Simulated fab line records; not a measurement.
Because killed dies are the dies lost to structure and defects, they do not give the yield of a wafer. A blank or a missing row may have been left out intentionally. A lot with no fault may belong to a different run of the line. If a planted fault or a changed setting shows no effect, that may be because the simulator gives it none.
Comparing a struck lot with a sound one	flow sky130	14 steps out of a route of 708
Sound: these wafers, L873.1, L873.2, L873.3. Wafers L877.1, L877.2, L877.4 were the ones struck. Last of all comes the cause.
Order at every step that has rows: each side's tool, ch and its chambers, its first start. Under that, the readings that differ: sound wafers	struck wafers	difference of the means	sigmas: that difference in standard deviations of wafers without a fault.
alike: a reading whose means differ by less than 2 such deviations, as well as words and numbers matching on both sides. not compared: withheld readings; readings where some wafer has no value; bounds like >300 that might hide an equal value; numbers whose values overlap and for which the record gives no deviation.
The two part at a step that has a row with sigmas, a row that says differs or no value, or rows on one side only. Non-overlapping numbers with no deviation appear without sigmas and do not part them. A reading missing from all wafers of one side parts the sides only when that side holds two or more wafers.

first, 1 step without rows for these wafers: SKY_CAP2M_DEVELOP_11 (develop time 60 s).
SKY_CAP2M_OVL_MEAS_12:
  sound: overlay-01 at day 42 06:57; struck: overlay-02 at day 43 07:42
  alike: CAP2M_OVL
SKY_CAP2M_METAL_ETCH_13: etches TiN in Cl2/BCl3, stops on SiO2, target depth 220 nm, time 62.9 s.
  sound on rie metal-02 ch 0,1, day 42 06:59; struck on rie metal-01 ch 0,1, day 43 07:44
  alike: bcl3 flow sccm, drypump motor current A, oes product au, throttle valve pct
  not compared: rf hours counter h
SKY_CAP2M_STRIP_14: strips in O2/N2.
  sound on plasma asher-01 ch 0,1, day 42 07:04; struck on plasma asher-04 ch 0,1, day 43 07:49
  alike: drypump motor current A, oes product au, strip time to endpoint s
  not compared: rf hours counter h
then, 8 steps without rows for these wafers: SKY_CAP2M_STRIP_15 (strips in post etch residue remover, time 1200 s); SKY_CAP2M_CLEAN_16 (cleans in IPA, time 180 s); SKY_CAP2M_CLEAN_17 (cleans in O3/DIW); SKY_METAL4_DEHYDRATE_05 (time 60 s); SKY_METAL4_HMDS_06 (prime time 60 s); SKY_METAL4_COAT_07 (resist thk 60 nm); SKY_METAL4_COAT_08 (resist thk 1140 nm); SKY_METAL4_SOFTBAKE_09 (time 90 s).
SKY_METAL4_EXPOSE_10: exposes mask MM4, target cd 300 nm.
  struck on krf scanner-02, day 43 20:02; sound on krf scanner-01 ch 0, day 42 19:31
  no value came back on the struck wafers for exposure dose mJ cm2, focus offset nm (nm), sigma outer; on the sound wafers exposure dose mJ cm2 reads 27.98 27.97 27.94
  alike: mask
following that, these wafers have no rows for 1 step: SKY_METAL4_PEB_11.

WHERE THEY PART
Only at SKY_METAL4_EXPOSE_10, within this record.

WHY: what had been put in by the simulator
Whole step skipped at SKY_METAL4_EXPOSE_10 on krf scanner-02, starting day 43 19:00. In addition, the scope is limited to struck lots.
